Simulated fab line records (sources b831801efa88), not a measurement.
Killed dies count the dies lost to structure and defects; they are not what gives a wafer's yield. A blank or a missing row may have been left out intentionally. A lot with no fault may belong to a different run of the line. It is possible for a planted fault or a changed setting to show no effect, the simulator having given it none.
Which tool is to blame? || flow gf180mcu || 39 wafers from 13 lots sampled at 3 of the route's 602 steps

## WHAT THE GAUGES READ, wafer by wafer
GF_V2_CD_MEAS_14: the cd target is 260 nm.
{"lot": "L173", "measured": "day 20 13:02", "on": "cd-sem-01", "cd-nm (nm)": "261.1 261.3 261.4"}
{"lot": "L174", "measured": "day 21 12:47", "on": "cd-sem-02", "cd-nm (nm)": "259.7 259.0 259.5"}
{"lot": "L176", "measured": "day 22 03:13", "on": "cd-sem-02", "cd-nm (nm)": "259.7 260.3 259.5"}
{"lot": "L177", "measured": "day 22 15:03", "on": "cd-sem-01", "cd-nm (nm)": "260.1 261.0 260.3"}
{"lot": "L178", "measured": "day 22 18:50", "on": "cd-sem-02", "cd-nm (nm)": "261.0 262.1 261.8"}
{"lot": "L181", "measured": "day 24 05:58", "on": "cd-sem-02", "cd-nm (nm)": "258.7 258.9 258.3"}
{"lot": "L182", "measured": "day 24 12:19", "on": "cd-sem-02", "cd-nm (nm)": "260.1 259.8 258.2"}
{"lot": "L186", "measured": "day 25 10:52", "on": "cd-sem-01", "cd-nm (nm)": "262.0 262.9 261.8"}
{"lot": "L188", "measured": "day 26 03:44", "on": "cd-sem-02", "cd-nm (nm)": "260.1 261.7 261.0"}
{"lot": "L195", "measured": "day 28 07:40", "on": "cd-sem-01", "cd-nm (nm)": "261.3 261.4 261.8"}
{"lot": "L196", "measured": "day 28 12:14", "on": "cd-sem-02", "cd-nm (nm)": "259.9 259.9 260.2"}

## EACH LOT AND THE TOOL THAT RAN IT (in order: tool; ch and the chambers of the sampled wafers; start)
{"lot": "L173", "GF_CONTACT_CMP_27": "cmp-02 ch 1,3, day 16 08:25", "GF_M1_STRIP_17": "plasma-asher-02 ch 0,1, day 17 07:58"}
{"lot": "L174", "GF_CONTACT_CMP_27": "cmp-01 ch 0,2,3, day 17 06:26", "GF_M1_STRIP_17": "plasma-asher-02 ch 0,1, day 18 07:19"}
{"lot": "L176", "GF_CONTACT_CMP_27": "cmp-02 ch 2,3, day 17 21:09", "GF_M1_STRIP_17": "plasma-asher-02 ch 0,1, day 18 21:19"}
{"lot": "L177", "GF_CONTACT_CMP_27": "cmp-01 ch 0,2, day 18 08:28", "GF_M1_STRIP_17": "plasma-asher-01 ch 0,1, day 19 09:52"}
{"lot": "L178", "GF_CONTACT_CMP_27": "cmp-01 ch 1,2,3, day 18 13:56", "GF_M1_STRIP_17": "plasma-asher-02 ch 0,1, day 19 15:11"}
{"lot": "L181", "GF_CONTACT_CMP_27": "cmp-01 ch 0,1,3, day 20 03:10", "GF_M1_STRIP_17": "plasma-asher-01 ch 0,1, day 21 04:23"}
{"lot": "L182", "GF_CONTACT_CMP_27": "cmp-02 ch 0,3, day 20 08:21", "GF_M1_STRIP_17": "plasma-asher-03 ch 0,1, day 21 08:58"}
{"lot": "L186", "GF_CONTACT_CMP_27": "cmp-02 ch 0,2,3, day 21 09:20", "GF_M1_STRIP_17": "plasma-asher-01 ch 0,1, day 22 10:16"}
{"lot": "L188", "GF_CONTACT_CMP_27": "cmp-01 ch 0,1,3, day 22 04:35", "GF_M1_STRIP_17": "plasma-asher-02 ch 0,1, day 23 04:47"}
{"lot": "L190", "GF_CONTACT_CMP_27": "cmp-02 ch 1,3, day 22 15:02", "GF_M1_STRIP_17": "-"}
{"lot": "L191", "GF_CONTACT_CMP_27": "cmp-02 ch 0,1,2, day 23 09:11", "GF_M1_STRIP_17": "-"}
{"lot": "L195", "GF_CONTACT_CMP_27": "cmp-01 ch 1,2, day 24 12:18", "GF_M1_STRIP_17": "plasma-asher-01 ch 0,1, day 25 11:18"}
{"lot": "L196", "GF_CONTACT_CMP_27": "cmp-02 ch 0,3, day 24 18:34", "GF_M1_STRIP_17": "plasma-asher-03 ch 0,1, day 25 16:59"}
- GF_CONTACT_CMP_27: polishes, stops on SiO2, t overpolish 15 s, target thk 0 nm.
- GF_M1_STRIP_17: strips in O2/N2.

## WHAT THE TOOLS THEMSELVES READ (means of the sampled wafers that have a number; where no wafer has one, the mark that the record gives instead)
GF_CONTACT_CMP_27.
{"lot": "L173", "tool": "cmp-02", "edge-zone-pressure-frac": 1.000, "head-pressure-psi (psi)": 3.500, "motor-current-A (A)": 11.4, "overpolish-run-s (s)": 14.988, "platen-rpm (rpm)": 60.01, "slurry-flow-ml-min": 150.3, "time-to-endpoint-s (s)": 70}
{"lot": "L174", "tool": "cmp-01", "edge-zone-pressure-frac": 1.001, "head-pressure-psi (psi)": 3.494, "motor-current-A (A)": 10.9, "overpolish-run-s (s)": 15.010, "platen-rpm (rpm)": 60.01, "slurry-flow-ml-min": 149.9, "time-to-endpoint-s (s)": 74}
{"lot": "L176", "tool": "cmp-02", "edge-zone-pressure-frac": 0.999, "head-pressure-psi (psi)": 3.498, "motor-current-A (A)": 10.5, "overpolish-run-s (s)": 14.991, "platen-rpm (rpm)": 60.04, "slurry-flow-ml-min": 149.5, "time-to-endpoint-s (s)": 73}
{"lot": "L177", "tool": "cmp-01", "edge-zone-pressure-frac": 0.999, "head-pressure-psi (psi)": 3.500, "motor-current-A (A)": 10.2, "overpolish-run-s (s)": 14.999, "platen-rpm (rpm)": 59.99, "slurry-flow-ml-min": 149.8, "time-to-endpoint-s (s)": 72}
{"lot": "L178", "tool": "cmp-01", "edge-zone-pressure-frac": 1.005, "head-pressure-psi (psi)": 3.504, "motor-current-A (A)": 11.0, "overpolish-run-s (s)": 14.994, "platen-rpm (rpm)": 59.96, "slurry-flow-ml-min": 149.8, "time-to-endpoint-s (s)": 73}
{"lot": "L181", "tool": "cmp-01", "edge-zone-pressure-frac": 1.003, "head-pressure-psi (psi)": 3.497, "motor-current-A (A)": 10.9, "overpolish-run-s (s)": 15.002, "platen-rpm (rpm)": 60.01, "slurry-flow-ml-min": 149.8, "time-to-endpoint-s (s)": 71}
{"lot": "L182", "tool": "cmp-02", "edge-zone-pressure-frac": 0.998, "head-pressure-psi (psi)": 3.500, "motor-current-A (A)": 10.9, "overpolish-run-s (s)": 14.996, "platen-rpm (rpm)": 59.99, "slurry-flow-ml-min": 150.1, "time-to-endpoint-s (s)": 72}
{"lot": "L186", "tool": "cmp-02", "edge-zone-pressure-frac": 1.004, "head-pressure-psi (psi)": 3.497, "motor-current-A (A)": 10.3, "overpolish-run-s (s)": 14.997, "platen-rpm (rpm)": 60.01, "slurry-flow-ml-min": 149.8, "time-to-endpoint-s (s)": 72}
{"lot": "L188", "tool": "cmp-01", "edge-zone-pressure-frac": 1.001, "head-pressure-psi (psi)": 3.503, "motor-current-A (A)": 11.4, "overpolish-run-s (s)": 14.993, "platen-rpm (rpm)": 60.00, "slurry-flow-ml-min": 150.2, "time-to-endpoint-s (s)": 75}
{"lot": "L190", "tool": "cmp-02", "edge-zone-pressure-frac": "-", "head-pressure-psi (psi)": "-", "motor-current-A (A)": "-", "overpolish-run-s (s)": "-", "platen-rpm (rpm)": "-", "slurry-flow-ml-min": "-", "time-to-endpoint-s (s)": "-"}
{"lot": "L191", "tool": "cmp-02", "edge-zone-pressure-frac": "-", "head-pressure-psi (psi)": "-", "motor-current-A (A)": "-", "overpolish-run-s (s)": "-", "platen-rpm (rpm)": "-", "slurry-flow-ml-min": "-", "time-to-endpoint-s (s)": "-"}
{"lot": "L195", "tool": "cmp-01", "edge-zone-pressure-frac": 1.005, "head-pressure-psi (psi)": 3.500, "motor-current-A (A)": 10.4, "overpolish-run-s (s)": 15.000, "platen-rpm (rpm)": 60.03, "slurry-flow-ml-min": 149.6, "time-to-endpoint-s (s)": 67}
{"lot": "L196", "tool": "cmp-02", "edge-zone-pressure-frac": 1.002, "head-pressure-psi (psi)": 3.514, "motor-current-A (A)": 11.2, "overpolish-run-s (s)": 15.001, "platen-rpm (rpm)": 60.01, "slurry-flow-ml-min": 150.0, "time-to-endpoint-s (s)": 75}

GF_M1_STRIP_17.
{"lot": "L173", "tool": "plasma-asher-02", "drypump-motor-current-A (A)": 5.7, "heater-power-w (W)": 325, "oes-product-au (a.u.)": 0.535, "strip-time-to-endpoint-s (s)": 7.35}
{"lot": "L174", "tool": "plasma-asher-02", "drypump-motor-current-A (A)": 5.8, "heater-power-w (W)": 323, "oes-product-au (a.u.)": 0.539, "strip-time-to-endpoint-s (s)": 7.39}
{"lot": "L176", "tool": "plasma-asher-02", "drypump-motor-current-A (A)": 5.7, "heater-power-w (W)": 325, "oes-product-au (a.u.)": 0.532, "strip-time-to-endpoint-s (s)": 7.36}
{"lot": "L177", "tool": "plasma-asher-01", "drypump-motor-current-A (A)": 5.8, "heater-power-w (W)": 340, "oes-product-au (a.u.)": 0.534, "strip-time-to-endpoint-s (s)": 7.36}
{"lot": "L178", "tool": "plasma-asher-02", "drypump-motor-current-A (A)": 5.8, "heater-power-w (W)": 329, "oes-product-au (a.u.)": 0.536, "strip-time-to-endpoint-s (s)": 7.41}
{"lot": "L181", "tool": "plasma-asher-01", "drypump-motor-current-A (A)": 5.8, "heater-power-w (W)": 342, "oes-product-au (a.u.)": 0.540, "strip-time-to-endpoint-s (s)": 7.40}
{"lot": "L182", "tool": "plasma-asher-03", "drypump-motor-current-A (A)": 5.2, "heater-power-w (W)": 329, "oes-product-au (a.u.)": 0.538, "strip-time-to-endpoint-s (s)": 7.37}
{"lot": "L186", "tool": "plasma-asher-01", "drypump-motor-current-A (A)": 5.8, "heater-power-w (W)": 327, "oes-product-au (a.u.)": 0.536, "strip-time-to-endpoint-s (s)": 7.33}
{"lot": "L188", "tool": "plasma-asher-02", "drypump-motor-current-A (A)": 5.8, "heater-power-w (W)": 324, "oes-product-au (a.u.)": 0.536, "strip-time-to-endpoint-s (s)": 7.40}
{"lot": "L195", "tool": "plasma-asher-01", "drypump-motor-current-A (A)": 5.8, "heater-power-w (W)": 327, "oes-product-au (a.u.)": 0.538, "strip-time-to-endpoint-s (s)": 7.36}
{"lot": "L196", "tool": "plasma-asher-03", "drypump-motor-current-A (A)": 5.6, "heater-power-w (W)": 369, "oes-product-au (a.u.)": 0.533, "strip-time-to-endpoint-s (s)": 7.35}

## THE ANSWER, worked out from the rows above alone
Rule: the lots themselves supply what counts as usual. The widest of any qualifying gaps counts: lots, ordered by their means at a reading, are off when they make up no more than a third of the lots, leave a main group of 4 or more, and stand apart from it by 3 or more times the standard deviation of that group's means. If all means in a main group match to the digits the tables above print for the reading, that group is not used. Also off: a lot with no number at a reading for which 4 or more lots have one. Where the step has rows for the other lots, those lots are counted as sound. Order of review: gauges by route order, followed by the tools' own readings, for which a lot's mean as printed above is used. The first step at which some lot is off is used, and at that step the reading that is off furthest; a lot without a number counts as furthest.
Off: L190, L191 (GF_CONTACT_CMP_27, edge-zone-pressure-frac). Without a number there: L190, L191. Main group: mean 1.002, sd 0.0023.
A tool fits if, at that step or a process step before it, it ran every lot that is off, and no sound lot after the first of them. None of those tried fits.

## WHAT THE SIMULATOR PUT IN
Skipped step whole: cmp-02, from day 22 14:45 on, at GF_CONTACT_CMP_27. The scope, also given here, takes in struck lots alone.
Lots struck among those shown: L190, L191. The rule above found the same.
